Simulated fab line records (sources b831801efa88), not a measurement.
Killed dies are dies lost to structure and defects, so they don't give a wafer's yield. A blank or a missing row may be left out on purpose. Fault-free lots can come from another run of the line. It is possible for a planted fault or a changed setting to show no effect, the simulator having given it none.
The tool behind it: which one?	flow sky130	Sampling: 6 lots, 18 wafers, 2 of 708 route steps

== WHAT EACH GAUGE READ, for each wafer ==
SKY_VT_ADJUST_NCORE_TW_MEAS_11.
lot	measured	on	VT_ADJUST_NCORE_TW
L828	day 9 22:35	filmMetro-02	217.7 217.3 217.9
L833	day 11 09:15	filmMetro-02	218.9 218.3 219.2
L836	day 12 06:20	filmMetro-01	217.3 217.4 217.3
L841	day 13 14:39	filmMetro-01	218.0 217.6 217.7
L844	day 14 12:53	filmMetro-02	200.6 200.5 199.7
L846	day 15 05:50	filmMetro-02	218.2 218.8 218.5

== TOOL THAT RAN EACH LOT (tool first, then ch and the chambers of the sampled wafers, then the start) ==
lot	SKY_VT_ADJUST_NCORE_IMPLANT_09
L828	implanter-03 ch 0, day 9 22:22
L833	implanter-02 ch 0, day 11 09:00
L836	implanter-01 ch 0, day 12 06:07
L841	implanter-01 ch 0, day 13 14:26
L844	implanter-01 ch 0, day 14 12:40
L846	implanter-03 ch 0, day 15 05:37
- SKY_VT_ADJUST_NCORE_IMPLANT_09

== THE ANSWER, worked out from the rows above alone ==
Rule: the lots themselves supply what counts as usual. The widest of any qualifying gaps counts: lots, ordered by their means at a reading, are off when they make up no more than a third of the lots, leave a main group of 4 or more, and stand apart from it by 3 or more times the standard deviation of that group's means. The tables above print the reading to a certain number of digits; a main group whose means all agree to those digits is not used. A lot without any number at a reading at which 4 lots or more have one is off too. Where the step has rows for the other lots, those lots are counted as sound.
Off: at SKY_VT_ADJUST_NCORE_TW_MEAS_11 (VT_ADJUST_NCORE_TW), L844. The main group has a mean of 218.0 with a standard deviation of 0.55.
A tool fits if, at a process step before that reading, it ran every lot that is off, and no sound lot after the first of them. Those tools and the gauges at SKY_VT_ADJUST_NCORE_TW_MEAS_11 are tried in the same way. One fits: SKY_VT_ADJUST_NCORE_IMPLANT_09 on implanter-01. A fault onset in the window from L841 (day 13 14:26, its last sound lot) to L844 (day 14 12:40, its first lot off) fits.

== WHAT THE SIMULATOR HAD PUT IN ==
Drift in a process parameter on implanter-01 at SKY_VT_ADJUST_NCORE_IMPLANT_09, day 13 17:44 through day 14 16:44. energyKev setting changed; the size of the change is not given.
Lots struck among those shown: L844. Same finding as the rule above.
